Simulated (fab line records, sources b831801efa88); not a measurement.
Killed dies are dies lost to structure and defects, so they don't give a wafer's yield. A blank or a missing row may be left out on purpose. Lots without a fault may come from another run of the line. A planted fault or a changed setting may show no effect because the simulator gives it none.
Which tool did it? | flow sky130 | 11 lots, 33 wafers sampled, at 6 steps of a route of 708

WHAT THE GAUGES READ, wafer by wafer
SKY_POLY_CUT_CD_MEAS_08: target cd 270 nm. Usual: cd_nm 269.9 nm, standard deviation 1.5.
lot  | measured     | on        | cd_nm (nm)        | flag
L612 | day 26 05:41 | cd_sem-01 | 270.8 270.5 270.8 |
L616 | day 27 04:56 | cd_sem-01 | 267.9 266.2 266.5 |
L615 | day 27 05:08 | cd_sem-01 | 271.5 271.4 271.9 |
L618 | day 27 08:29 | cd_sem-02 | 271.4 270.9 271.4 |
L617 | day 27 09:48 | cd_sem-01 | 270.8 270.7 271.4 |
L619 | day 27 23:32 | cd_sem-01 | 268.6 268.5 267.8 |
L620 | day 28 03:47 | cd_sem-02 | 269.9 271.5 269.5 |
L625 | day 29 16:40 | cd_sem-02 | 268.7 269.0 269.0 |
L626 | day 30 03:16 | cd_sem-01 | 271.9 271.6 272.0 |
L627 | day 31 00:55 | cd_sem-01 | 270.6 269.7 269.8 |
L628 | day 31 11:15 | cd_sem-01 | 273.8 273.2 273.1 |

SKY_SD_P_OVL_MEAS_08. Usual: SD_P_OVL 0.0 nm, standard deviation 1.2.
lot  | measured     | on         | SD_P_OVL (nm)  | flag
L612 | day 27 10:40 | overlay-02 | 0.8 0.5 0.7    |
L616 | day 28 09:10 | overlay-02 | 1.8 0.8 1.3    |
L615 | day 28 09:54 | overlay-01 | -0.1 1.6 0.8   |
L618 | day 28 12:40 | overlay-02 | -1.5 -0.4 -1.7 |
L617 | day 28 13:43 | overlay-02 | -0.7 -1.0 -1.3 |
L619 | day 29 04:43 | overlay-02 | 1.3 -0.8 -0.8  |
L620 | day 29 08:06 | overlay-02 | 2.4 -2.1 1.5   |
L625 | day 30 20:20 | overlay-01 | 1.8 0.1 1.7    |
L626 | day 31 07:49 | overlay-02 | -3.6 -2.1 -1.7 |
L627 | day 32 05:17 | overlay-02 | -0.2 -0.1 0.1  |
L628 | day 32 14:22 | overlay-02 | 0.5 0.2 0.5    |

SKY_SD_N_TW_MEAS_12. Usual: SD_N_TW 3994, standard deviation 28.
lot  | measured     | on            | SD_N_TW        | flag
L612 | day 29 20:00 | film_metro-02 | 3988 3984 3981 |
L616 | day 30 18:00 | film_metro-01 | 4015 3989 3988 |
L615 | day 30 19:33 | film_metro-01 | 3983 3998 4005 |
L618 | day 30 21:25 | film_metro-03 | 3957 3954 3978 |
L617 | day 30 22:31 | film_metro-03 | 3989 3982 3985 |
L619 | day 31 11:54 | film_metro-01 | 4041 4015 4034 |
L620 | day 31 15:53 | film_metro-02 | 3982 4008 3988 |
L625 | day 33 03:28 | film_metro-03 | 4415 4433 4407 | OFF
L626 | day 33 13:40 | film_metro-03 | 4429 4425 4432 | OFF
L627 | day 34 11:39 | film_metro-01 | 4488 4477 4494 | OFF
L628 | day 34 19:50 | film_metro-01 | 4491 4481 4518 | OFF

SKY_SD_N_RS_MEAS_16: measures by four-point-probe. Usual: SD_N_RS 68.52 ohm/sq, standard deviation 0.13.
lot  | measured     | on            | SD_N_RS (ohm/sq)  | flag
L612 | day 29 20:17 | film_metro-03 | 68.49 68.57 68.34 |
L616 | day 30 18:17 | film_metro-03 | 68.53 68.55 68.46 |
L615 | day 30 19:50 | film_metro-02 | 68.66 68.76 68.53 |
L618 | day 30 21:41 | film_metro-01 | 68.52 68.44 68.48 |
L617 | day 30 22:49 | film_metro-02 | 68.72 68.47 68.65 |
L619 | day 31 12:11 | film_metro-01 | 68.56 68.50 68.58 |
L620 | day 31 16:10 | film_metro-03 | 68.53 68.49 68.57 |
L625 | day 33 03:47 | film_metro-02 | 30.64 30.64 30.73 | OFF
L626 | day 33 13:57 | film_metro-01 | 30.76 30.69 30.70 | OFF
L627 | day 34 11:58 | film_metro-03 | 30.60 30.61 30.55 | OFF
L628 | day 34 20:08 | film_metro-03 | 30.64 30.62 30.61 | OFF

WHICH TOOL RAN EACH LOT (tool, then ch and the chambers of the sampled wafers, then the start)
lot  | SKY_SD_N_IMPLANT_09             | SKY_SD_N_STRIP_11
L612 | implanter-03 ch 0, day 29 19:36 | plasma_asher-03 ch 0, day 29 19:54
L616 | implanter-04 ch 0, day 30 17:36 | plasma_asher-03 ch 0,1, day 30 17:54
L615 | implanter-03 ch 0, day 30 19:09 | plasma_asher-03 ch 0,1, day 30 19:27
L618 | implanter-03 ch 0, day 30 21:01 | plasma_asher-03 ch 0,1, day 30 21:19
L617 | implanter-01 ch 0, day 30 22:08 | plasma_asher-03 ch 0,1, day 30 22:24
L619 | implanter-04 ch 0, day 31 11:30 | plasma_asher-01 ch 0,1, day 31 11:48
L620 | implanter-03 ch 0, day 31 15:29 | plasma_asher-01 ch 0,1, day 31 15:47
L625 | implanter-04 ch 0, day 33 03:07 | plasma_asher-02 ch 0,1, day 33 03:22
L626 | implanter-04 ch 0, day 33 13:16 | plasma_asher-01 ch 0,1, day 33 13:33
L627 | implanter-03 ch 0, day 34 11:17 | plasma_asher-02 ch 0,1, day 34 11:34
L628 | implanter-01 ch 0, day 34 19:28 | plasma_asher-02 ch 0,1, day 34 19:44
- SKY_SD_N_IMPLANT_09
- SKY_SD_N_STRIP_11: strips in O2/N2.

WHAT THE TOOLS THEMSELVES READ (means of the sampled wafers that have a number; where no wafer has one, the mark that the record gives instead)
SKY_SD_N_STRIP_11. Usual: drypump_motor_current_A 5.7 A, standard deviation 0.36; oes_product_au 0.527 a.u., standard deviation 0.0047; strip_time_to_endpoint_s 22.55 s, standard deviation 0.05.
lot  | tool            | drypump_motor_current_A (A) | oes_product_au (a.u.) | strip_time_to_endpoint_s (s) | flag
L612 | plasma_asher-03 | 6.2                         | 0.528                 | 22.52                        |
L616 | plasma_asher-03 | 6.1                         | 0.529                 | 22.52                        |
L615 | plasma_asher-03 | 5.9                         | 0.531                 | 22.46                        |
L618 | plasma_asher-03 | 6.1                         | 0.530                 | 22.53                        |
L617 | plasma_asher-03 | 6.1                         | 0.531                 | 22.55                        |
L619 | plasma_asher-01 | 5.7                         | 0.527                 | 22.48                        |
L620 | plasma_asher-01 | 5.8                         | 0.529                 | 22.51                        |
L625 | plasma_asher-02 | 5.6                         | 0.494                 | 25.12                        | OFF
L626 | plasma_asher-01 | 5.7                         | 0.496                 | 25.07                        | OFF
L627 | plasma_asher-02 | 5.4                         | 0.496                 | 25.20                        | OFF
L628 | plasma_asher-02 | 5.7                         | 0.492                 | 25.11                        | OFF

THE ANSWER, worked out from the rows above alone
Rule: a lot is off if the mean of its wafers that have a number lies more than 3 standard deviations from the usual mean. A lot without any number at a reading at which 4 lots or more have one is off too. The other lots that the step has rows for count as sound. The gauges are gone through in route order, then the tools' own readings, and for those a lot's mean is taken as printed above. The first step at which some lot is off is used, and at that step the reading that is off furthest; a lot without a number counts as furthest.
Off: L625, L626, L627, L628, at SKY_SD_N_TW_MEAS_12 (SD_N_TW).
A tool fits if, at a process step before that reading, it ran every lot that is off, and no sound lot after the first of them. The gauges at SKY_SD_N_TW_MEAS_12 aren't tried: what is off there is off at SKY_SD_N_STRIP_11 too, on other tools, and a gauge's error can't cause that. None of those tried fits.

WHAT THE SIMULATOR HAD PUT IN
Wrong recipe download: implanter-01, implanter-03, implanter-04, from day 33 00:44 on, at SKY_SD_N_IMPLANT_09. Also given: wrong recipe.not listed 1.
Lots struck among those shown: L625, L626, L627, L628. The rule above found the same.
